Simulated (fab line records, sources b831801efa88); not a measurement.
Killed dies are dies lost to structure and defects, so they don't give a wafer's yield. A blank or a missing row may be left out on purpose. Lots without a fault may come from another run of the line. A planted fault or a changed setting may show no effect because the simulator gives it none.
fab line records | flow gf180mcu
record lots=7 wafers=21 last_day=34
route steps=602 shown HV_LDD@233 NSD@235 PSD@248
lots that met no fault: from a run of the same line without faults
start_h: hours from the record's first day to the start of the lot's first wafer shown | wait_h: hours since the lot's step before | " the same as in the row above | L1.1+2: a row that stands for several wafers | - no value, or no start given | * or withheld: withheld | < > ~ a bound
route shown NAME@n: a module of which the file shows steps, and the number in the route of the first | usual: mean/standard deviation of fault-free wafers | same: alike in all rows | chamber/n: place in a boat | sites: the reading at each site | _std_site: their standard deviation | _edge_site: outer sites' mean less inner sites' | radius_mm: how far each site lies from the wafer's centre | mask NAME#n: copy n | behind: the tool/chamber that last shaped the wafer | hold: why the lot was held/for how many hours/how that ended | device: the transistor (n, p or np) that didn't switch | end of line: the same wafers' tests at the end of the route | a step without rows: its recipe alone | killed: dies lost to structure and defects at the first sort, not the wafer's yield | map: a wafer's dies, x killed, . not, _ none there
set.NAME: the setting as run; set.NAME@STEP: as run at that earlier step | model.NAME: the simulator's own value behind a step, which no gauge read
lots at some steps of the route; a table a step, a row a wafer
services: from which hour (start_h, from the record's first day; less than 0 if before it) a tool's chamber was out of use, for how many hours, and why
## steps
# step GF_HV_LDD_THK_MEAS_57
# recipe reads=Si3N4_of_HV_LDD_CVD_56
# usual HV_LDD_CVD_56_THK=90.1/1
# columns lot.wafer tool chamber start_h wait_h HV_LDD_CVD_56_THK[nm]
L504.1 film_metro-01 - 309.31 0.0 89.1
L504.2 " - " " 88.4
L504.3 " - " " 88.8
L509.1 film_metro-04 - 354.70 0.0 90.1
L509.2 " - " " 90.4
L509.6 " - " " 89.8
L513.2 film_metro-03 - 383.95 0.0 90.7
L513.4 " - " " 91.3
L513.5 " - " " 90.7
L520.1 film_metro-04 - 439.91 0.0 89.8
L520.2 " - " " 89.1
L520.3 " - " " 89.7
L521.2 film_metro-03 - 443.02 0.0 89.1
L521.5 " - " " 88.9
L521.6 " - " " 89.5
L522.2 film_metro-01 - 446.72 0.0 90.9
L522.4 " - " " 91.3
L522.5 " - " " 91.4
L523.1 film_metro-04 - 460.26 0.0 91.7
L523.2 " - " " 91.0
L523.6 " - " " 91.6
# step GF_HV_LDD_ETCHBACK_58
# recipe chemistry=CH3F/O2 target=Si3N4 stop_on=SiO2 source_w=400 bias_w=80 pressure_mtorr=25 ch3f_flow_sccm=40 O2_flow_sccm=30 time_s=100 target_depth_a=900
# usual bias_w=80.05/0.24 drypump_motor_current_A=5.7/0.53 oes_product_au=0.844/0.0073 throttle_valve_pct=10.561/0.0081
# columns lot.wafer tool chamber start_h wait_h bias_w drypump_motor_current_A oes_product_au rf_hours_counter_h throttle_valve_pct
L504.1 rie_diel-04 3 309.37 0.1 80.15 5.2 0.835 1 10.548
L504.2 " 1 " " 80.11 5.4 0.829 66 10.554
L504.3 " 0 " " 79.88 6.1 0.835 118 10.558
L509.1 rie_diel-03 1 354.76 0.1 80.11 5.0 0.847 110 10.564
L509.2 " 2 " " 80.10 5.8 0.838 3 10.573
L509.6 " 3 " " 79.94 5.8 0.834 - 10.557
L513.2 rie_diel-01 2 384.00 0.0 80.17 6.5 0.838 88 10.566
L513.4 " 3 " " 80.21 6.3 0.849 44 10.570
L513.5 " 1 " " 80.38 5.0 0.846 - 10.550
L520.1 rie_diel-03 2 439.97 0.1 80.12 5.8 0.846 5 10.563
L520.2 " 1 " " 79.72 5.1 0.844 0 10.558
L520.3 " 3 " " 79.70 5.7 0.835 15 10.566
L521.2 rie_diel-03 3 443.07 0.0 79.92 5.8 0.838 15 10.562
L521.5 " 3 " " 79.99 5.8 0.834 - 10.547
L521.6 " 1 " " 79.94 5.1 0.840 - 10.549
L522.2 rie_diel-01 2 446.77 0.0 80.19 6.6 0.848 90 10.565
L522.4 " 1 " " 79.99 5.0 0.840 98 10.551
L522.5 " 2 " " 80.12 6.6 0.851 - 10.556
L523.1 rie_diel-04 2 460.32 0.1 79.76 5.0 0.846 81 10.570
L523.2 " 0 " " 80.08 6.1 0.852 2 10.569
L523.6 " 1 " " 80.12 5.4 0.848 - 10.569
# step GF_NSD_DEHYDRATE_00
# recipe temp_c=200 time_s=60
# step GF_NSD_HMDS_01
# recipe prime_time_s=60 prime_temp_c=120
# step GF_NSD_COAT_02
# recipe resist=NOVOLAK spin_rpm=3000 resist_thk_nm=1000
# step GF_NSD_SOFTBAKE_03
# recipe temp_c=90 time_s=60 resist=NOVOLAK
# step GF_NSD_EXPOSE_04
# recipe mask_id=Nplus target_cd_nm=400 na=0.6 source_shape=conventional sigma_outer=0.6 dose_mj=140
# step GF_NSD_PEB_05
# recipe temp_c=withheld time_s=* resist=NOVOLAK
# step GF_NSD_DEVELOP_06
# recipe develop_time_s=60 dev_temp_c=23
# step GF_NSD_CD_MEAS_07
# recipe target_cd_nm=400
# usual cd_nm=399.6/2.6
# columns lot.wafer tool chamber start_h wait_h cd_nm
L504.1 cd_sem-02 - 330.97 1.2 399.8
L504.2 " - " " 400.2
L504.3 " - " " 398.9
L509.1 cd_sem-01 - 376.74 0.1 400.9
L509.2 " - " " 400.5
L509.6 " - " " 401.8
L513.2 cd_sem-01 - 405.37 0.1 396.1
L513.4 " - " " 395.1
L513.5 " - " " 396.5
L520.1 cd_sem-02 - 464.54 0.1 398.7
L520.2 " - " " 397.7
L520.3 " - " " 396.1
L521.2 cd_sem-02 - 467.77 0.2 400.5
L521.5 " - " " 401.3
L521.6 " - " " 401.1
L522.2 cd_sem-02 - 470.96 0.1 399.1
L522.4 " - " " 397.9
L522.5 " - " " 399.2
L523.1 cd_sem-02 - 484.79 0.2 405.0
L523.2 " - " " 403.0
L523.6 " - " " 405.2
# step GF_NSD_OVL_MEAS_08
# usual NSD_OVL=-0.3/1.3
# columns lot.wafer tool chamber start_h wait_h NSD_OVL[nm]
L504.1 overlay-01 - 331.09 0.1 -0.4
L504.2 " - " " -2.0
L504.3 " - " " -0.6
L509.1 overlay-01 - 376.86 0.1 1.0
L509.2 " - " " 0.9
L509.6 " - " " -1.1
L513.2 overlay-01 - 405.48 0.1 0.0
L513.4 " - " " -0.5
L513.5 " - " " -0.1
L520.1 overlay-01 - 464.66 0.1 1.7
L520.2 " - " " 0.2
L520.3 " - " " 1.6
L521.2 overlay-02 - 467.88 0.1 0.4
L521.5 " - " " 1.1
L521.6 " - " " 1.4
L522.2 overlay-02 - 471.07 0.1 -1.2
L522.4 " - " " 0.0
L522.5 " - " " -2.5
L523.1 overlay-01 - 484.91 0.1 -2.0
L523.2 " - " " -2.3
L523.6 " - " " -1.8
# step GF_NSD_IMPLANT_09
# recipe species=As energy_kev=60 dose_cm2=4e+15 tilt_deg=7
# step GF_NSD_IMPLANT_10
# recipe species=P energy_kev=40 dose_cm2=5e+14 tilt_deg=7
# usual beam_energy_keV=40.001/0.012 beam_on_s=9.96/0.18 end_station_pressure_torr=7.3e-06/3.9e-07 implant_ion_amu=31/0 tilt_deg=7.000/0.019
# columns lot.wafer tool chamber start_h wait_h beam_energy_keV beam_on_s end_station_pressure_torr implant_ion_amu tilt_deg
L504.1 implanter-02 0 331.27 0.1 40.008 10.05 7.8e-06 31 7.018
L504.2 " 0 " " 39.999 9.91 7.7e-06 31 6.980
L504.3 " 0 " " 39.995 10.07 7.9e-06 31 7.009
L509.1 implanter-02 0 377.05 0.1 39.998 10.32 6.6e-06 31 7.001
L509.2 " 0 " " 40.006 10.10 7.7e-06 31 6.998
L509.6 " 0 " " 39.987 10.02 7.2e-06 31 7.019
L513.2 implanter-04 0 405.68 0.1 39.997 10.19 7.4e-06 31 7.012
L513.4 " 0 " " 40.005 9.91 7.4e-06 31 7.000
L513.5 " 0 " " 39.975 10.35 7.3e-06 31 7.000
L520.1 implanter-03 - 464.85 0.1 - - - - -
L520.2 " - " " - - - - -
L520.3 " - " " - - - - -
L521.2 implanter-04 - 468.08 0.1 - - - - -
L521.5 " - " " - - - - -
L521.6 " - " " - - - - -
L522.2 implanter-02 - 471.27 0.1 - - - - -
L522.4 " - " " - - - - -
L522.5 " - " " - - - - -
L523.1 implanter-04 0 487.43 2.5 40.003 9.93 7.1e-06 31 7.000
L523.2 " 0 " " 39.984 10.10 7.4e-06 31 6.989
L523.6 " 0 " " 40.011 9.74 7.2e-06 31 6.988
# step GF_NSD_STRIP_11
# recipe chemistry=O2/N2 power_w=1400 pressure_mtorr=1500 platen_temp_c=250 o2_flow_sccm=3000 n2_flow_sccm=300 overash_fraction=0.5
# usual drypump_motor_current_A=5.9/0.48 heater_power_w=373/29 oes_product_au=0.486/0.0047 strip_time_to_endpoint_s=22.96/0.034
# columns lot.wafer tool chamber start_h wait_h drypump_motor_current_A heater_power_w oes_product_au rf_hours_counter_h strip_time_to_endpoint_s
L504.1 plasma_asher-03 1 331.42 0.1 5.3 374 0.488 74 22.96
L504.2 " 0 " " 6.2 378 0.485 74 22.98
L504.3 " 1 " " 5.3 375 0.473 - 22.97
L509.1 plasma_asher-02 1 377.20 0.1 5.6 334 0.483 25 22.99
L509.2 " 0 " " 6.8 338 0.482 25 22.98
L509.6 " 1 " " 5.6 332 0.483 - 22.94
L513.2 plasma_asher-02 0 405.81 0.1 6.8 341 0.490 28 23.00
L513.4 " 0 " " 6.9 341 0.486 - 23.00
L513.5 " 1 " " 5.6 336 0.485 - 23.01
L520.1 plasma_asher-03 0 465.00 0.1 6.2 389 0.487 4 22.45
L520.2 " 1 " " 5.3 353 0.489 4 22.50
L520.3 " 0 " " 6.3 385 0.497 - 22.47
L521.2 plasma_asher-04 1 468.21 0.1 5.6 424 0.495 67 22.39
L521.5 " 0 " " 5.7 385 0.494 - 22.41
L521.6 " 1 " " 5.6 410 0.494 - 22.43
L522.2 plasma_asher-03 0 471.40 0.1 6.2 393 0.489 5 22.45
L522.4 " 0 " " 6.2 373 0.489 - 22.47
L522.5 " 1 " " 5.4 364 0.490 - 22.43
L523.1 plasma_asher-03 1 487.58 0.1 5.4 353 0.484 6 23.02
L523.2 " 0 " " 6.3 388 0.486 6 22.99
L523.6 " 1 " " 5.4 362 0.483 - 23.00
# step GF_NSD_TW_MEAS_12
# usual NSD_TW=4224/29
# columns lot.wafer tool chamber start_h wait_h NSD_TW
L504.1 film_metro-01 - 331.54 0.1 4249
L504.2 " - " " 4246
L504.3 " - " " 4213
L509.1 film_metro-03 - 377.30 0.1 4277
L509.2 " - " " 4269
L509.6 " - " " 4281
L513.2 film_metro-02 - 405.92 0.1 4191
L513.4 " - " " 4203
L513.5 " - " " 4200
L520.1 film_metro-02 - 465.10 0.1 4208
L520.2 " - " " 4205
L520.3 " - " " 4166
L521.2 film_metro-01 - 468.32 0.1 4215
L521.5 " - " " 4188
L521.6 " - " " 4208
L522.2 film_metro-03 - 471.51 0.1 4211
L522.4 " - " " 4206
L522.5 " - " " 4194
L523.1 film_metro-02 - 487.68 0.1 4197
L523.2 " - " " 4191
L523.6 " - " " 4209
# step GF_PSD_DEHYDRATE_00
# recipe temp_c=200 time_s=60
# step GF_PSD_HMDS_01
# recipe prime_time_s=60 prime_temp_c=120
# step GF_PSD_COAT_02
# recipe resist=NOVOLAK spin_rpm=3000 resist_thk_nm=1000
# step GF_PSD_SOFTBAKE_03
# recipe temp_c=90 time_s=60 resist=NOVOLAK
# step GF_PSD_EXPOSE_04
# recipe mask_id=Pplus target_cd_nm=400 na=0.6 source_shape=conventional sigma_outer=0.6 dose_mj=140
# step GF_PSD_PEB_05
# recipe temp_c=withheld time_s=* resist=NOVOLAK
# step GF_PSD_DEVELOP_06
# recipe develop_time_s=60 dev_temp_c=23
# step GF_PSD_CD_MEAS_07
# recipe target_cd_nm=400
# usual cd_nm=400.3/2.7
# columns lot.wafer tool chamber start_h wait_h cd_nm
L504.1 cd_sem-01 - 352.71 0.2 395.9
L504.2 " - " " 396.6
L504.3 " - " " 394.7
L509.1 cd_sem-01 - 397.75 0.1 400.4
L509.2 " - " " 401.8
L509.6 " - " " 400.0
L513.2 cd_sem-02 - 429.67 0.1 401.3
L513.4 " - " " 401.0
L513.5 " - " " 401.9
L520.1 cd_sem-01 - 489.23 0.1 400.6
L520.2 " - " " 396.3
L520.3 " - " " 394.3
L521.2 cd_sem-02 - 492.50 0.1 401.2
L521.5 " - " " 400.2
L521.6 " - " " 401.2
L522.2 cd_sem-01 - 495.67 0.1 401.0
L522.4 " - " " 401.3
L522.5 " - " " 402.5
L523.1 cd_sem-02 - 511.18 0.1 406.9
L523.2 " - " " 404.5
L523.6 " - " " 405.3
# step GF_PSD_OVL_MEAS_08
# usual PSD_OVL=-0.2/1.2
# columns lot.wafer tool chamber start_h wait_h PSD_OVL[nm]
L504.1 overlay-01 - 352.83 0.1 0.3
L504.2 " - " " -0.3
L504.3 " - " " -0.1
L509.1 overlay-02 - 397.87 0.1 -0.5
L509.2 " - " " 1.7
L509.6 " - " " -1.5
L513.2 overlay-01 - 429.78 0.1 -1.2
L513.4 " - " " 1.5
L513.5 " - " " 0.4
L520.1 overlay-01 - 489.35 0.1 -1.6
L520.2 " - " " -1.7
L520.3 " - " " -0.3
L521.2 overlay-01 - 492.61 0.1 -0.7
L521.5 " - " " 0.7
L521.6 " - " " 0.0
L522.2 overlay-02 - 495.77 0.1 0.3
L522.4 " - " " 1.4
L522.5 " - " " -0.1
L523.1 overlay-01 - 511.30 0.1 0.8
L523.2 " - " " 2.4
L523.6 " - " " 1.7
# step GF_PSD_IMPLANT_09
# recipe species=BF2 energy_kev=40 dose_cm2=1.5e+15 tilt_deg=7
# step GF_PSD_STRIP_10
# recipe chemistry=O2/N2 power_w=1400 pressure_mtorr=1500 platen_temp_c=250 o2_flow_sccm=3000 n2_flow_sccm=300 overash_fraction=0.5
# usual drypump_motor_current_A=5.8/0.43 heater_power_w=381/35 oes_product_au=0.592/0.0048 strip_time_to_endpoint_s=16.50/0.044
# columns lot.wafer tool chamber start_h wait_h drypump_motor_current_A heater_power_w oes_product_au rf_hours_counter_h strip_time_to_endpoint_s
L504.1 plasma_asher-04 1 353.02 0.1 5.6 415 0.593 54 16.46
L504.2 " 0 " " 5.7 388 0.595 54 16.47
L504.3 " 1 " " 5.6 419 0.589 - 16.50
L509.1 plasma_asher-01 1 398.05 0.1 5.8 383 0.585 73 16.56
L509.2 " 0 " " 5.3 318 0.584 73 16.54
L509.6 " 1 " " 5.8 387 0.593 - 16.55
L513.2 plasma_asher-04 1 429.96 0.1 5.6 424 0.595 63 16.50
L513.4 " 1 " " 5.6 410 0.591 - 16.52
L513.5 " 0 " " 5.7 397 0.590 - 16.53
L520.1 plasma_asher-04 1 489.54 0.1 5.6 423 0.589 69 16.42
L520.2 " 0 " " 5.7 398 0.591 69 16.43
L520.3 " 0 " " 5.7 391 0.594 - 16.48
L521.2 plasma_asher-04 1 492.79 0.1 5.6 416 0.591 69 16.47
L521.5 " 0 " " 5.7 385 0.590 - 16.51
L521.6 " 1 " " 5.6 423 0.591 - 16.48
L522.2 plasma_asher-04 0 495.95 0.1 5.6 389 0.594 70 16.53
L522.4 " 0 " " 5.7 392 0.583 - 16.55
L522.5 " 1 " " 5.6 427 0.589 - 16.54
L523.1 plasma_asher-04 1 511.48 0.1 5.5 419 0.593 71 16.38
L523.2 " 0 " " 5.6 407 0.594 71 16.44
L523.6 " 1 " " 5.6 418 0.594 - 16.44
# step GF_PSD_TW_MEAS_11
# usual PSD_TW=3164/17
# columns lot.wafer tool chamber start_h wait_h PSD_TW
L504.1 film_metro-01 - 353.12 0.1 3176
L504.2 " - " " 3172
L504.3 " - " " 3191
L509.1 film_metro-03 - 398.15 0.1 3167
L509.2 " - " " 3162
L509.6 " - " " 3168
L513.2 film_metro-01 - 430.07 0.1 3172
L513.4 " - " " 3176
L513.5 " - " " 3194
L520.1 film_metro-01 - 489.64 0.1 3171
L520.2 " - " " 3147
L520.3 " - " " 3160
L521.2 film_metro-02 - 492.90 0.1 3137
L521.5 " - " " 3154
L521.6 " - " " 3161
L522.2 film_metro-02 - 496.06 0.1 3149
L522.4 " - " " 3160
L522.5 " - " " 3150
L523.1 film_metro-02 - 511.58 0.1 3147
L523.2 " - " " 3154
L523.6 " - " " 3150
# step GF_PSD_CLEAN_12
# recipe chemistry=SC1/SC2 mix=1:4:20 temp_c=70 time_s=150 dry=n2_spin
# step GF_PSD_RTA_13
# recipe temp_c=1025 time_s=20 ambient=N2
# usual lamp_power_pct=29.9/2.1 wafer_temp_C_max=1031.7/1.7
# columns lot.wafer tool chamber start_h wait_h lamp_power_pct wafer_temp_C_max
L504.1 rtp_anneal-02 0 353.23 0.0 27.8 1032.9
L504.2 " 0 " " 27.8 1033.3
L504.3 " 0 " " 27.7 1033.5
L509.1 rtp_anneal-01 0 398.26 0.0 31.9 1028.8
L509.2 " 0 " " 32.0 1031.0
L509.6 " 0 " " 32.0 1030.6
L513.2 rtp_anneal-01 0 430.19 0.0 32.0 1029.7
L513.4 " 0 " " 32.0 1030.4
L513.5 " 0 " " 32.0 1028.8
L520.1 rtp_anneal-01 0 489.75 0.0 32.0 1029.5
L520.2 " 0 " " 32.0 1030.9
L520.3 " 0 " " 32.0 1029.9
L521.2 rtp_anneal-01 0 493.01 0.0 32.0 1030.7
L521.5 " 0 " " 31.9 1032.0
L521.6 " 0 " " 31.9 1029.6
L522.2 rtp_anneal-02 0 496.18 0.0 27.7 1033.2
L522.4 " 0 " " 27.7 1031.6
L522.5 " 0 " " 27.8 1032.1
L523.1 rtp_anneal-01 0 511.70 0.0 31.9 1031.3
L523.2 " 0 " " 32.0 1032.6
L523.6 " 0 " " 31.9 1028.8
# step GF_PSD_RS_MEAS_14
# recipe thk_meas_gauge=four-point-probe
# usual NSD_RS=46.15/0.081
# columns lot.wafer tool chamber start_h wait_h NSD_RS[ohm/sq]
L504.1 film_metro-03 - 353.32 0.1 46.05
L504.2 " - " " 46.15
L504.3 " - " " 46.25
L509.1 film_metro-02 - 398.35 0.1 46.27
L509.2 " - " " 46.24
L509.6 " - " " 46.16
L513.2 film_metro-03 - 430.28 0.1 46.16
L513.4 " - " " 46.13
L513.5 " - " " 46.12
L520.1 film_metro-02 - 489.83 0.1 53.16
L520.2 " - " " 53.10
L520.3 " - " " 53.08
L521.2 film_metro-01 - 493.10 0.1 53.13
L521.5 " - " " 53.04
L521.6 " - " " 53.04
L522.2 film_metro-02 - 496.27 0.1 53.17
L522.4 " - " " 53.25
L522.5 " - " " 53.31
L523.1 film_metro-02 - 511.78 0.1 46.35
L523.2 " - " " 46.39
L523.6 " - " " 46.15
## services
# columns tool chamber start_h hours kind
rie_diel-01 - 290.09 2.8 pm
plasma_asher-02 - 295.26 9.8 repair
rie_diel-04 2 305.29 3.4 repair
rie_diel-04 - 308.12 0.5 repair
rie_diel-01 - 310.45 0.2 repair
rie_diel-03 1 320.26 9.6 repair
implanter-02 - 321.04 1.6 repair
implanter-02 - 332.19 1.8 repair
plasma_asher-04 - 342.24 1.0 repair
plasma_asher-04 - 365.88 2.8 pm
implanter-04 - 375.00 3.5 pm
rie_diel-03 1 386.07 20.0 repair
plasma_asher-03 - 403.45 6.3 repair
plasma_asher-03 - 403.84 0.4 repair
rie_diel-03 3 404.02 2.5 repair
rie_diel-01 - 410.62 0.6 repair
rie_diel-04 - 420.13 0.3 repair
plasma_asher-03 - 421.25 9.0 pm
rie_diel-04 3 426.15 3.3 repair
rie_diel-03 0 440.39 3.7 repair
plasma_asher-02 - 444.09 0.9 repair
rie_diel-03 - 444.60 1.2 repair
rie_diel-01 0 456.40 12.6 repair
rie_diel-01 - 491.54 0.3 repair
## key
first_sign step=GF_NSD_IMPLANT_10 reading=tool_record direction=missing
effect step=GF_NSD_STRIP_11 reading=strip_time_to_endpoint_s direction=down sigmas=15 usual=* struck=*
effect step=GF_PSD_RS_MEAS_14 reading=NSD_RS direction=up sigmas=87 usual=46.15 struck=53.14
met_at GF_NSD_IMPLANT_10
struck_wafers L520.1,L520.2,L520.3,L521.2,L521.5,L521.6,L522.2,L522.4,L522.5
later_rows_left_out L520.1,L520.2,L520.3,L521.2,L521.5,L521.6,L522.2,L522.4,L522.5
sort_left_out L520.1,L520.2,L520.3,L521.2,L521.5,L521.6,L522.2,L522.4,L522.5
tester_left_out L520,L521,L522
onset_between 405.68 464.85
fault kind=skipped_step_whole tool=implanter-02,implanter-03,implanter-04 chamber=- onset_h=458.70 steps=GF_NSD_IMPLANT_10 scope=struck_lots_only
# tester_left_out: of these lots the tester's yield and bins aren't shown, on N5 and GAA mostly nor the transistor test; their killed dies are dies lost to structure and defects alone, not to doping, threshold or leakage, so they don't give the yield
# sort_left_out: the simulated sort isn't trusted on such a fault, so these wafers' sort isn't shown, and their yield isn't known
# later_rows_left_out: the simulator's readings of these wafers behind a module that went badly wrong aren't trusted and aren't shown, but for the sort
